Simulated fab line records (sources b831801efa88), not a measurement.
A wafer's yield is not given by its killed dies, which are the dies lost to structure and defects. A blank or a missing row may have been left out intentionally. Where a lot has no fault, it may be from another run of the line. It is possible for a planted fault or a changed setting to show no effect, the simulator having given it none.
fab line records / flow sky130
record: lots: 5 wafers: 15 last-day: 50
route steps=708 shown METAL3@569 VIA3@573 PAD_OPEN@708
lots that met no fault: taken from a fault-free run of the same line
start-h: hours from the record's opening day to when the first of the lot's shown wafers began / wait-h: how many hours have passed since the lot's step before this one / " same as the row above / L1.1+2: a single row standing in for several wafers / - no value, or no start given / * or withheld: withheld / < > ~ a bound
route shown NAME@n: a module of which the file shows steps, and the number in the route of the first / usual: the fault-free wafers' mean and standard deviation / same: alike in all rows / chamber/n: place in a boat / sites: per-site readings / _std_site: their standard deviation / _edge_site: the outer-site mean with the inner-site mean subtracted / radius-mm: for every site, how far away it sits from the centre of the wafer / mask NAME#n: copy n / behind: the last tool/chamber to shape the wafer / hold: why the lot went on hold/how many hours it stayed there/how the hold came to an end / device: names the non-switching transistor (n, p or np) / end of line: the route-end tests of the same wafers / a step without rows: its recipe alone / killed: dies lost to structure and defects at the first sort, not the wafer's yield / map: shows each die of a wafer: x if killed, . if not, _ if none is there
set.NAME: setting as actually run; set.NAME@STEP: the setting as run at that earlier step / model.NAME: the simulator's own value behind a step, which no gauge read
lots seen at some steps along the route; tables by step, rows by wafer
services: when a tool's chamber went out of use (start-h, in hours from the record's first day, below 0 if earlier), for how many hours, and the reason
== steps ==
step: SKY_METAL3_STRIP_19
recipe: chemistry: O2/N2 power-w: 1400 pressure-mtorr: 1500 platen-temp-c: withheld o2-flow-sccm: 3000 n2-flow-sccm: 300 overash-fraction: 0.5
usual: drypump-motor-current-A: 5.7/0.61 n2-flow-sccm: 300.0/0.92 oes-product-au: 0.500/0.0055 strip-time-to-endpoint-s: 6.49/0.083
lot.wafer=L637.1 tool=plasma-asher-02 chamber=1 start-h=893.16 wait-h=0.1 drypump-motor-current-A=5.5 n2-flow-sccm=300.7 oes-product-au=0.501 rf-hours-counter-h=102 strip-time-to-endpoint-s=6.41
lot.wafer=L637.2 tool=plasma-asher-02 chamber=0 start-h=893.16 wait-h=0.1 drypump-motor-current-A=6.1 n2-flow-sccm=299.3 oes-product-au=0.505 rf-hours-counter-h=102 strip-time-to-endpoint-s=6.47
lot.wafer=L637.6 tool=plasma-asher-02 chamber=0 start-h=893.16 wait-h=0.1 drypump-motor-current-A=6.1 n2-flow-sccm=298.0 oes-product-au=0.510 rf-hours-counter-h=- strip-time-to-endpoint-s=6.53
lot.wafer=L645.1 tool=plasma-asher-01 chamber=0 start-h=947.63 wait-h=0.1 drypump-motor-current-A=6.4 n2-flow-sccm=299.0 oes-product-au=0.503 rf-hours-counter-h=20 strip-time-to-endpoint-s=6.44
lot.wafer=L645.3 tool=plasma-asher-01 chamber=0 start-h=947.63 wait-h=0.1 drypump-motor-current-A=6.4 n2-flow-sccm=298.7 oes-product-au=0.505 rf-hours-counter-h=- strip-time-to-endpoint-s=6.55
lot.wafer=L645.5 tool=plasma-asher-01 chamber=1 start-h=947.63 wait-h=0.1 drypump-motor-current-A=5.0 n2-flow-sccm=300.5 oes-product-au=0.502 rf-hours-counter-h=- strip-time-to-endpoint-s=6.53
lot.wafer=L654.2 tool=plasma-asher-02 chamber=0 start-h=1010.36 wait-h=0.1 drypump-motor-current-A=6.1 n2-flow-sccm=299.5 oes-product-au=0.508 rf-hours-counter-h=114 strip-time-to-endpoint-s=6.61
lot.wafer=L654.3 tool=plasma-asher-02 chamber=0 start-h=1010.36 wait-h=0.1 drypump-motor-current-A=6.1 n2-flow-sccm=298.3 oes-product-au=0.499 rf-hours-counter-h=- strip-time-to-endpoint-s=6.44
lot.wafer=L654.4 tool=plasma-asher-02 chamber=1 start-h=1010.36 wait-h=0.1 drypump-motor-current-A=5.4 n2-flow-sccm=299.8 oes-product-au=0.508 rf-hours-counter-h=- strip-time-to-endpoint-s=6.61
lot.wafer=L659.2 tool=plasma-asher-04 chamber=0 start-h=1046.03 wait-h=0.1 drypump-motor-current-A=6.2 n2-flow-sccm=299.3 oes-product-au=0.505 rf-hours-counter-h=62 strip-time-to-endpoint-s=6.51
lot.wafer=L659.4 tool=plasma-asher-04 chamber=1 start-h=1046.03 wait-h=0.1 drypump-motor-current-A=5.1 n2-flow-sccm=299.0 oes-product-au=0.506 rf-hours-counter-h=- strip-time-to-endpoint-s=6.64
lot.wafer=L659.5 tool=plasma-asher-04 chamber=0 start-h=1046.03 wait-h=0.1 drypump-motor-current-A=6.1 n2-flow-sccm=299.7 oes-product-au=0.510 rf-hours-counter-h=- strip-time-to-endpoint-s=6.49
lot.wafer=L660.1 tool=plasma-asher-02 chamber=1 start-h=1050.38 wait-h=0.1 drypump-motor-current-A=5.5 n2-flow-sccm=300.8 oes-product-au=0.507 rf-hours-counter-h=118 strip-time-to-endpoint-s=6.61
lot.wafer=L660.4 tool=plasma-asher-02 chamber=1 start-h=1050.38 wait-h=0.1 drypump-motor-current-A=5.5 n2-flow-sccm=300.6 oes-product-au=0.503 rf-hours-counter-h=- strip-time-to-endpoint-s=6.59
lot.wafer=L660.6 tool=plasma-asher-02 chamber=0 start-h=1050.38 wait-h=0.1 drypump-motor-current-A=6.1 n2-flow-sccm=300.6 oes-product-au=0.506 rf-hours-counter-h=- strip-time-to-endpoint-s=6.47
step: SKY_METAL3_STRIP_20
recipe: chemistry: post-etch-residue-remover time-s: 1200 temp-c: 72.5
step: SKY_METAL3_CLEAN_21
recipe: chemistry: IPA time-s: 180 temp-c: 25
step: SKY_METAL3_CLEAN_22
recipe: chemistry: O3/DIW dry: n2-spin
step: SKY_VIA3_HDPCVD_00
recipe: material: SiO2 target-thk-nm: 1635 sigma-open-frac: 0.3 time-s: 272.5 temp-c: 400 sih4-flow-sccm: 60 pressure-mtorr: 6
step: SKY_VIA3_THK_MEAS_01
recipe: reads: SiO2_of_VIA3_HDPCVD_00
usual: VIA3_HDPCVD_THK: 1634/17
lot.wafer=L637.1 tool=film-metro-02 chamber=- start-h=893.92 wait-h=0.1 VIA3_HDPCVD_THK[nm]=1636
lot.wafer=L637.2 tool=film-metro-02 chamber=- start-h=893.92 wait-h=0.1 VIA3_HDPCVD_THK[nm]=1649
lot.wafer=L637.6 tool=film-metro-02 chamber=- start-h=893.92 wait-h=0.1 VIA3_HDPCVD_THK[nm]=1638
lot.wafer=L645.1 tool=film-metro-03 chamber=- start-h=948.39 wait-h=0.1 VIA3_HDPCVD_THK[nm]=1614
lot.wafer=L645.3 tool=film-metro-03 chamber=- start-h=948.39 wait-h=0.1 VIA3_HDPCVD_THK[nm]=1645
lot.wafer=L645.5 tool=film-metro-03 chamber=- start-h=948.39 wait-h=0.1 VIA3_HDPCVD_THK[nm]=1631
lot.wafer=L654.2 tool=film-metro-03 chamber=- start-h=1011.13 wait-h=0.1 VIA3_HDPCVD_THK[nm]=1642
lot.wafer=L654.3 tool=film-metro-03 chamber=- start-h=1011.13 wait-h=0.1 VIA3_HDPCVD_THK[nm]=1613
lot.wafer=L654.4 tool=film-metro-03 chamber=- start-h=1011.13 wait-h=0.1 VIA3_HDPCVD_THK[nm]=1642
lot.wafer=L659.2 tool=film-metro-02 chamber=- start-h=1046.85 wait-h=0.1 VIA3_HDPCVD_THK[nm]=1614
lot.wafer=L659.4 tool=film-metro-02 chamber=- start-h=1046.85 wait-h=0.1 VIA3_HDPCVD_THK[nm]=1607
lot.wafer=L659.5 tool=film-metro-02 chamber=- start-h=1046.85 wait-h=0.1 VIA3_HDPCVD_THK[nm]=1612
lot.wafer=L660.1 tool=film-metro-03 chamber=- start-h=1051.14 wait-h=0.1 VIA3_HDPCVD_THK[nm]=1649
lot.wafer=L660.4 tool=film-metro-03 chamber=- start-h=1051.14 wait-h=0.1 VIA3_HDPCVD_THK[nm]=1618
lot.wafer=L660.6 tool=film-metro-03 chamber=- start-h=1051.14 wait-h=0.1 VIA3_HDPCVD_THK[nm]=1627
step: SKY_VIA3_CMP_02
recipe: material: SiO2 down-force-psi: 4 platen-rpm: 60 pad-velocity-m-s: 0.94248
usual: motor-current-A: 11.9/1.1 platen-rpm: 60.00/0.039
lot.wafer=L637.1 tool=cmp-01 chamber=1 start-h=893.98 wait-h=0.1 motor-current-A=11.2 platen-rpm=59.98
lot.wafer=L637.2 tool=cmp-01 chamber=0 start-h=893.98 wait-h=0.1 motor-current-A=10.0 platen-rpm=60.00
lot.wafer=L637.6 tool=cmp-01 chamber=2 start-h=893.98 wait-h=0.1 motor-current-A=11.1 platen-rpm=59.99
lot.wafer=L645.3 tool=cmp-01 chamber=2 start-h=948.82 wait-h=0.4 motor-current-A=12.4 platen-rpm=60.07
lot.wafer=L645.1 tool=cmp-01 chamber=3 start-h=948.82 wait-h=0.4 motor-current-A=11.4 platen-rpm=60.02
lot.wafer=L645.5 tool=cmp-01 chamber=2 start-h=948.82 wait-h=0.4 motor-current-A=12.1 platen-rpm=59.98
lot.wafer=L654.3 tool=cmp-02 chamber=1 start-h=1011.23 wait-h=0.1 motor-current-A=12.4 platen-rpm=59.96
lot.wafer=L654.2 tool=cmp-02 chamber=2 start-h=1011.23 wait-h=0.1 motor-current-A=14.9 platen-rpm=60.04
lot.wafer=L654.4 tool=cmp-02 chamber=3 start-h=1011.23 wait-h=0.1 motor-current-A=10.4 platen-rpm=59.94
lot.wafer=L659.4 tool=cmp-02 chamber=3 start-h=1046.90 wait-h=0.0 motor-current-A=10.3 platen-rpm=60.04
lot.wafer=L659.2 tool=cmp-02 chamber=2 start-h=1046.90 wait-h=0.0 motor-current-A=14.4 platen-rpm=60.00
lot.wafer=L659.5 tool=cmp-02 chamber=0 start-h=1046.90 wait-h=0.0 motor-current-A=12.3 platen-rpm=59.98
lot.wafer=L660.4 tool=cmp-01 chamber=0 start-h=1051.25 wait-h=0.1 motor-current-A=10.1 platen-rpm=59.95
lot.wafer=L660.1 tool=cmp-01 chamber=1 start-h=1051.25 wait-h=0.1 motor-current-A=11.3 platen-rpm=59.91
lot.wafer=L660.6 tool=cmp-01 chamber=3 start-h=1051.25 wait-h=0.1 motor-current-A=11.8 platen-rpm=59.99
step: SKY_VIA3_BOW_MEAS_03
recipe: mode: bow
usual: VIA3_BOW: 78/7.1
lot.wafer=L637.1 tool=film-metro-03 chamber=- start-h=894.28 wait-h=0.2 VIA3_BOW[um]=75
lot.wafer=L637.2 tool=film-metro-03 chamber=- start-h=894.28 wait-h=0.2 VIA3_BOW[um]=86
lot.wafer=L637.6 tool=film-metro-03 chamber=- start-h=894.28 wait-h=0.2 VIA3_BOW[um]=86
lot.wafer=L645.1 tool=film-metro-04 chamber=- start-h=949.12 wait-h=0.2 VIA3_BOW[um]=78
lot.wafer=L645.3 tool=film-metro-04 chamber=- start-h=949.12 wait-h=0.2 VIA3_BOW[um]=76
lot.wafer=L645.5 tool=film-metro-04 chamber=- start-h=949.12 wait-h=0.2 VIA3_BOW[um]=76
lot.wafer=L654.2 tool=film-metro-03 chamber=- start-h=1011.50 wait-h=0.2 VIA3_BOW[um]=73
lot.wafer=L654.3 tool=film-metro-03 chamber=- start-h=1011.50 wait-h=0.2 VIA3_BOW[um]=74
lot.wafer=L654.4 tool=film-metro-03 chamber=- start-h=1011.50 wait-h=0.2 VIA3_BOW[um]=67
lot.wafer=L659.2 tool=film-metro-03 chamber=- start-h=1047.22 wait-h=0.1 VIA3_BOW[um]=76
lot.wafer=L659.4 tool=film-metro-03 chamber=- start-h=1047.22 wait-h=0.1 VIA3_BOW[um]=84
lot.wafer=L659.5 tool=film-metro-03 chamber=- start-h=1047.22 wait-h=0.1 VIA3_BOW[um]=81
lot.wafer=L660.1 tool=film-metro-04 chamber=- start-h=1051.50 wait-h=0.1 VIA3_BOW[um]=77
lot.wafer=L660.4 tool=film-metro-04 chamber=- start-h=1051.50 wait-h=0.1 VIA3_BOW[um]=82
lot.wafer=L660.6 tool=film-metro-04 chamber=- start-h=1051.50 wait-h=0.1 VIA3_BOW[um]=81
step: SKY_VIA3_DEHYDRATE_04
recipe: temp-c: 200 time-s: 60
step: SKY_VIA3_HMDS_05
recipe: prime-time-s: 60 prime-temp-c: 120
step: SKY_VIA3_COAT_06
recipe: resist: BARC temp-c: withheld time-s: withheld spin-rpm: 3000 resist-thk-nm: 60
step: SKY_VIA3_COAT_07
recipe: resist: KrF-thick spin-rpm: 3000 resist-thk-nm: 450
step: SKY_VIA3_SOFTBAKE_08
recipe: temp-c: 100 time-s: 90 resist: KrF-thick
usual: heater-power-total-W: 57.36/0.11 run-length-s: 119.14/0.12
lot.wafer=L637.1 tool=litho-track-04 chamber=0 start-h=907 wait-h=- heater-power-total-W=57.34 run-length-s=119.35
lot.wafer=L637.2 tool=litho-track-04 chamber=0 start-h=907 wait-h=- heater-power-total-W=57.48 run-length-s=119.15
lot.wafer=L637.6 tool=litho-track-04 chamber=0 start-h=907 wait-h=- heater-power-total-W=57.22 run-length-s=119.16
lot.wafer=L645.1 tool=litho-track-01 chamber=0 start-h=961 wait-h=- heater-power-total-W=57.16 run-length-s=119.06
lot.wafer=L645.3 tool=litho-track-01 chamber=0 start-h=961 wait-h=- heater-power-total-W=57.50 run-length-s=119.29
lot.wafer=L645.5 tool=litho-track-01 chamber=0 start-h=961 wait-h=- heater-power-total-W=57.24 run-length-s=118.93
lot.wafer=L654.2 tool=litho-track-01 chamber=0 start-h=1023 wait-h=- heater-power-total-W=57.53 run-length-s=119.24
lot.wafer=L654.3 tool=litho-track-01 chamber=0 start-h=1023 wait-h=- heater-power-total-W=57.21 run-length-s=119.24
lot.wafer=L654.4 tool=litho-track-01 chamber=0 start-h=1023 wait-h=- heater-power-total-W=61.03 run-length-s=102.85
lot.wafer=L659.2 tool=litho-track-03 chamber=0 start-h=1057 wait-h=- heater-power-total-W=57.47 run-length-s=119.14
lot.wafer=L659.4 tool=litho-track-03 chamber=0 start-h=1057 wait-h=- heater-power-total-W=57.19 run-length-s=119.31
lot.wafer=L659.5 tool=litho-track-03 chamber=0 start-h=1057 wait-h=- heater-power-total-W=57.40 run-length-s=119.18
lot.wafer=L660.1 tool=litho-track-03 chamber=0 start-h=1061 wait-h=- heater-power-total-W=57.43 run-length-s=119.16
lot.wafer=L660.4 tool=litho-track-03 chamber=0 start-h=1061 wait-h=- heater-power-total-W=57.51 run-length-s=119.07
lot.wafer=L660.6 tool=litho-track-03 chamber=0 start-h=1062 wait-h=- heater-power-total-W=57.27 run-length-s=119.22
step: SKY_VIA3_EXPOSE_09
recipe: mask-id: VIM3 na: 0.8 source-shape: annular sigma-inner: 0.55 sigma-outer: 0.85 target-cd-nm: 200 dose-mj: 38
step: SKY_PAD_OPEN_PROBE_99
usual: defect-limited-yield: 82.5/1.9 killed_at_M0_to_M3: 42/7.4 killed_at_M4_up: 3.4/1.8 killed-at-contacts: 25/5.4 killed-at-front-end: 15/4.4 killed-at-other: 0.2/0.52 killed-dies: 86/9.3 killed-open: 47/7.6 killed-short: 39/6.5 sort_bin_3_pad_short: 0.9/0.46 sort_bin_5_function: 10.3/1.5 sort_bin_6_memory: 6.3/1.2 sort-n-pass: 406/9.3 sort-yield-pct: 82.5/1.9
same: gross-dies: 492 killed-at-back-side: 0 sort_bin_4_leakage[%]: 0 sort_bin_8_speed[%]: 0
lot.wafer=L637.1 tool=prober-02 chamber=- start-h=1071.98 wait-h=0.1 defect-limited-yield[%]=82.5 killed_at_M0_to_M3=40 killed_at_M4_up=4 killed-at-contacts=25 killed-at-front-end=14 killed-at-other=3 killed-dies=86 killed-open=50 killed-short=36 sort_bin_3_pad_short[%]=0.2 sort_bin_5_function[%]=11.4 sort_bin_6_memory[%]=5.9 sort-n-pass=406 sort-yield-pct[%]=82.5
lot.wafer=L637.2 tool=prober-02 chamber=- start-h=1072.03 wait-h=0.1 defect-limited-yield[%]=83.7 killed_at_M0_to_M3=44 killed_at_M4_up=5 killed-at-contacts=23 killed-at-front-end=8 killed-at-other=0 killed-dies=80 killed-open=46 killed-short=34 sort_bin_3_pad_short[%]=0.6 sort_bin_5_function[%]=11.0 sort_bin_6_memory[%]=4.7 sort-n-pass=412 sort-yield-pct[%]=83.7
lot.wafer=L637.6 tool=prober-02 chamber=- start-h=1072.23 wait-h=0.2 defect-limited-yield[%]=82.3 killed_at_M0_to_M3=47 killed_at_M4_up=5 killed-at-contacts=20 killed-at-front-end=15 killed-at-other=0 killed-dies=87 killed-open=53 killed-short=34 sort_bin_3_pad_short[%]=0.6 sort_bin_5_function[%]=11.0 sort_bin_6_memory[%]=6.1 sort-n-pass=405 sort-yield-pct[%]=82.3
lot.wafer=L645.1 tool=prober-02 chamber=- start-h=1113.62 wait-h=0.1 defect-limited-yield[%]=85.6 killed_at_M0_to_M3=39 killed_at_M4_up=4 killed-at-contacts=20 killed-at-front-end=8 killed-at-other=0 killed-dies=71 killed-open=35 killed-short=36 sort_bin_3_pad_short[%]=0.8 sort_bin_5_function[%]=8.3 sort_bin_6_memory[%]=5.3 sort-n-pass=421 sort-yield-pct[%]=85.6
lot.wafer=L645.3 tool=prober-02 chamber=- start-h=1113.72 wait-h=0.2 defect-limited-yield[%]=83.7 killed_at_M0_to_M3=43 killed_at_M4_up=2 killed-at-contacts=15 killed-at-front-end=20 killed-at-other=0 killed-dies=80 killed-open=46 killed-short=34 sort_bin_3_pad_short[%]=1.2 sort_bin_5_function[%]=8.7 sort_bin_6_memory[%]=6.3 sort-n-pass=412 sort-yield-pct[%]=83.7
lot.wafer=L645.5 tool=prober-02 chamber=- start-h=1113.82 wait-h=0.2 defect-limited-yield[%]=82.1 killed_at_M0_to_M3=39 killed_at_M4_up=3 killed-at-contacts=30 killed-at-front-end=16 killed-at-other=0 killed-dies=88 killed-open=49 killed-short=39 sort_bin_3_pad_short[%]=1.0 sort_bin_5_function[%]=10.0 sort_bin_6_memory[%]=6.9 sort-n-pass=404 sort-yield-pct[%]=82.1
lot.wafer=L654.2 tool=prober-02 chamber=- start-h=1160.89 wait-h=0.1 defect-limited-yield[%]=79.7 killed_at_M0_to_M3=51 killed_at_M4_up=5 killed-at-contacts=30 killed-at-front-end=14 killed-at-other=0 killed-dies=100 killed-open=57 killed-short=43 sort_bin_3_pad_short[%]=1.0 sort_bin_5_function[%]=14.2 sort_bin_6_memory[%]=5.1 sort-n-pass=392 sort-yield-pct[%]=79.7
lot.wafer=L654.3 tool=prober-02 chamber=- start-h=1160.94 wait-h=0.2 defect-limited-yield[%]=78.7 killed_at_M0_to_M3=49 killed_at_M4_up=3 killed-at-contacts=34 killed-at-front-end=19 killed-at-other=0 killed-dies=105 killed-open=63 killed-short=42 sort_bin_3_pad_short[%]=0.4 sort_bin_5_function[%]=13.0 sort_bin_6_memory[%]=7.9 sort-n-pass=387 sort-yield-pct[%]=78.7
lot.wafer=L654.4 tool=prober-02 chamber=- start-h=1160.99 wait-h=0.2 defect-limited-yield[%]=81.5 killed_at_M0_to_M3=41 killed_at_M4_up=3 killed-at-contacts=24 killed-at-front-end=23 killed-at-other=0 killed-dies=91 killed-open=50 killed-short=41 sort_bin_3_pad_short[%]=0.8 sort_bin_5_function[%]=11.6 sort_bin_6_memory[%]=6.1 sort-n-pass=401 sort-yield-pct[%]=81.5
lot.wafer=L659.2 tool=prober-01 chamber=- start-h=1188.20 wait-h=0.1 defect-limited-yield[%]=82.5 killed_at_M0_to_M3=35 killed_at_M4_up=5 killed-at-contacts=33 killed-at-front-end=13 killed-at-other=0 killed-dies=86 killed-open=43 killed-short=43 sort_bin_3_pad_short[%]=0.2 sort_bin_5_function[%]=12.4 sort_bin_6_memory[%]=4.9 sort-n-pass=406 sort-yield-pct[%]=82.5
lot.wafer=L659.4 tool=prober-01 chamber=- start-h=1188.30 wait-h=0.2 defect-limited-yield[%]=86.2 killed_at_M0_to_M3=38 killed_at_M4_up=3 killed-at-contacts=21 killed-at-front-end=6 killed-at-other=0 killed-dies=68 killed-open=44 killed-short=24 sort_bin_3_pad_short[%]=0.8 sort_bin_5_function[%]=7.7 sort_bin_6_memory[%]=5.3 sort-n-pass=424 sort-yield-pct[%]=86.2
lot.wafer=L659.5 tool=prober-01 chamber=- start-h=1188.35 wait-h=0.2 defect-limited-yield[%]=83.1 killed_at_M0_to_M3=31 killed_at_M4_up=5 killed-at-contacts=30 killed-at-front-end=17 killed-at-other=0 killed-dies=83 killed-open=46 killed-short=37 sort_bin_3_pad_short[%]=0.6 sort_bin_5_function[%]=8.9 sort_bin_6_memory[%]=7.3 sort-n-pass=409 sort-yield-pct[%]=83.1
lot.wafer=L660.1 tool=prober-02 chamber=- start-h=1191.55 wait-h=0.1 defect-limited-yield[%]=77.8 killed_at_M0_to_M3=59 killed_at_M4_up=4 killed-at-contacts=30 killed-at-front-end=16 killed-at-other=0 killed-dies=109 killed-open=56 killed-short=53 sort_bin_3_pad_short[%]=1.6 sort_bin_5_function[%]=12.0 sort_bin_6_memory[%]=8.5 sort-n-pass=383 sort-yield-pct[%]=77.8
lot.wafer=L660.4 tool=prober-02 chamber=- start-h=1191.70 wait-h=0.2 defect-limited-yield[%]=84.6 killed_at_M0_to_M3=46 killed_at_M4_up=2 killed-at-contacts=14 killed-at-front-end=14 killed-at-other=0 killed-dies=76 killed-open=42 killed-short=34 sort_bin_3_pad_short[%]=1.0 sort_bin_5_function[%]=9.3 sort_bin_6_memory[%]=5.1 sort-n-pass=416 sort-yield-pct[%]=84.6
lot.wafer=L660.6 tool=prober-02 chamber=- start-h=1191.80 wait-h=0.2 defect-limited-yield[%]=83.5 killed_at_M0_to_M3=42 killed_at_M4_up=2 killed-at-contacts=24 killed-at-front-end=13 killed-at-other=0 killed-dies=81 killed-open=53 killed-short=28 sort_bin_3_pad_short[%]=1.0 sort_bin_5_function[%]=10.8 sort_bin_6_memory[%]=4.7 sort-n-pass=411 sort-yield-pct[%]=83.5
killed by level:class
L637.1 VIA1:geometric-particle:open=10 METAL2:geometric-particle:short=10 LI_CONTACT:geometric-particle:open=9 CONTACT:geometric-particle:open=9 FIELD_ISO:geometric-particle:open=6 METAL1:geometric-particle:short=6 VIA3:geometric-particle:open=5 CONTACT:geometric-particle:short=4
L637.2 METAL1:geometric-particle:short=10 VIA3:geometric-particle:open=8 VIA1:geometric-particle:open=7 LI_CONTACT:geometric-particle:open=6 CONTACT:geometric-particle:open=6 LOCAL_INTERCONNECT:geometric-particle:short=5 VIA2:geometric-particle:open=5 POLY_GATE:geometric-particle:open=4
L637.6 CONTACT:geometric-particle:open=10 VIA1:geometric-particle:open=10 METAL2:geometric-particle:short=7 VIA2:geometric-particle:open=7 VIA3:geometric-particle:open=7 FIELD_ISO:geometric-particle:short=4 LI_CONTACT:geometric-particle:open=4 CONTACT:geometric-particle:short=4
L645.1 VIA3:geometric-particle:open=7 LI_CONTACT:geometric-particle:open=6 VIA1:geometric-particle:open=6 CONTACT:geometric-particle:open=5 METAL2:geometric-particle:short=4 CONTACT:geometric-particle:short=4 VIA2:geometric-particle:short=4 VIA3:geometric-particle:short=4
L645.3 VIA1:geometric-particle:open=11 VIA2:geometric-particle:open=9 FIELD_ISO:geometric-particle:short=8 FIELD_ISO:geometric-particle:open=6 CONTACT:geometric-particle:open=6 LI_CONTACT:geometric-particle:open=5 VIA1:geometric-particle:short=5 VIA3:geometric-particle:open=5
L645.5 LI_CONTACT:geometric-particle:open=10 VIA2:geometric-particle:open=9 VIA1:geometric-particle:short=8 VIA3:geometric-particle:open=6 CONTACT:geometric-particle:open=6 LOCAL_INTERCONNECT:geometric-particle:short=5 VIA1:geometric-particle:open=5 POLY_GATE:geometric-particle:open=4
L654.2 VIA1:geometric-particle:open=15 LI_CONTACT:geometric-particle:open=10 CONTACT:geometric-particle:open=10 VIA2:geometric-particle:open=7 VIA3:geometric-particle:open=7 LOCAL_INTERCONNECT:geometric-particle:short=5 CONTACT:geometric-particle:short=5 VIA1:geometric-particle:short=5
L654.3 VIA1:geometric-particle:open=16 LI_CONTACT:geometric-particle:open=12 METAL1:geometric-particle:short=8 LOCAL_INTERCONNECT:geometric-particle:short=7 CONTACT:geometric-particle:open=7 POLY_GATE:geometric-particle:open=6 CONTACT:geometric-particle:short=6 VIA2:geometric-particle:open=5
L654.4 CONTACT:geometric-particle:open=10 FIELD_ISO:geometric-particle:short=9 VIA1:geometric-particle:open=9 LI_CONTACT:geometric-particle:open=6 VIA2:geometric-particle:open=6 VIA3:geometric-particle:open=6 POLY_GATE:geometric-particle:open=5 CONTACT:geometric-particle:short=5
L659.2 CONTACT:geometric-particle:open=13 LI_CONTACT:geometric-particle:open=9 POLY_GATE:geometric-particle:short=5 VIA1:geometric-particle:open=5 VIA1:geometric-particle:short=5 LOCAL_INTERCONNECT:geometric-particle:short=4 METAL1:geometric-particle:short=4 VIA3:geometric-particle:short=4
L659.4 VIA3:geometric-particle:open=9 VIA2:geometric-particle:open=9 LI_CONTACT:geometric-particle:open=8 METAL1:geometric-particle:short=6 VIA1:geometric-particle:open=6 METAL2:geometric-particle:short=4 CONTACT:geometric-particle:open=4 FIELD_ISO:geometric-particle:open=3
L659.5 CONTACT:geometric-particle:open=13 CONTACT:geometric-particle:short=8 METAL2:geometric-particle:open=6 VIA1:geometric-particle:open=5 POLY_GATE:geometric-particle:short=4 METAL1:geometric-particle:short=4 VIA2:geometric-particle:open=4 METAL4:geometric-particle:short=4
L660.1 CONTACT:geometric-particle:open=13 VIA1:geometric-particle:open=12 VIA2:geometric-particle:open=11 VIA1:geometric-particle:short=7 METAL2:geometric-particle:short=7 CONTACT:geometric-particle:short=6 METAL3:geometric-particle:short=6 VIA3:geometric-particle:open=6
L660.4 VIA1:geometric-particle:open=12 VIA3:geometric-particle:open=12 LI_CONTACT:geometric-particle:open=5 VIA1:geometric-particle:short=5 POLY_GATE:geometric-particle:open=4 POLY_GATE:geometric-particle:short=4 METAL1:geometric-particle:short=4 VIA2:geometric-particle:open=4
L660.6 VIA1:geometric-particle:open=13 LI_CONTACT:geometric-particle:open=9 METAL1:geometric-particle:short=7 VIA2:geometric-particle:open=7 VIA3:geometric-particle:open=6 CONTACT:geometric-particle:open=5 POLY_GATE:geometric-particle:open=4 LOCAL_INTERCONNECT:geometric-particle:open=4
== services ==
tool=plasma-asher-01 chamber=- start-h=888.50 hours=3.1 kind=repair
tool=cmp-01 chamber=- start-h=901.02 hours=5.0 kind=repair
tool=plasma-asher-01 chamber=- start-h=922.68 hours=2.8 kind=pm
tool=cmp-02 chamber=- start-h=928.71 hours=4.0 kind=pm
tool=cmp-02 chamber=- start-h=932.71 hours=- kind=consumable-replace:conditioner
tool=cmp-02 chamber=- start-h=932.71 hours=- kind=consumable-replace:pad
tool=cmp-02 chamber=- start-h=945.78 hours=5.6 kind=pm
tool=cmp-01 chamber=- start-h=954.74 hours=0.4 kind=repair
tool=cmp-02 chamber=- start-h=969.11 hours=1.8 kind=repair
tool=plasma-asher-02 chamber=- start-h=994.06 hours=1.3 kind=repair
tool=cmp-02 chamber=- start-h=995.02 hours=1.7 kind=repair
tool=cmp-01 chamber=- start-h=1020.26 hours=3.3 kind=pm
tool=cmp-02 chamber=- start-h=1031.30 hours=1.3 kind=repair
tool=plasma-asher-02 chamber=- start-h=1055.25 hours=9.0 kind=pm
tool=plasma-asher-02 chamber=0 start-h=1055.25 hours=9.0 kind=vent-cycle
tool=plasma-asher-02 chamber=1 start-h=1055.25 hours=9.0 kind=vent-cycle
== key ==
first-sign: step: SKY_VIA3_SOFTBAKE_08 reading: run-length-s direction: down sigmas: 99+ usual: * struck: *
effect: step: SKY_VIA3_SOFTBAKE_08 reading: heater-power-total-W direction: up sigmas: 32 usual: * struck: *
met-at SKY_VIA3_SOFTBAKE_08
struck-wafers L654.4
onset-between 961 1023
fault: kind: process-parameter-drift tool: litho-track-01 chamber: - onset-h: 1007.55 steps: SKY_VIA3_SOFTBAKE_08 channel: time-s offset: * shape: step end-h: 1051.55 scope: struck-wafers-only acts-in: * stated: *
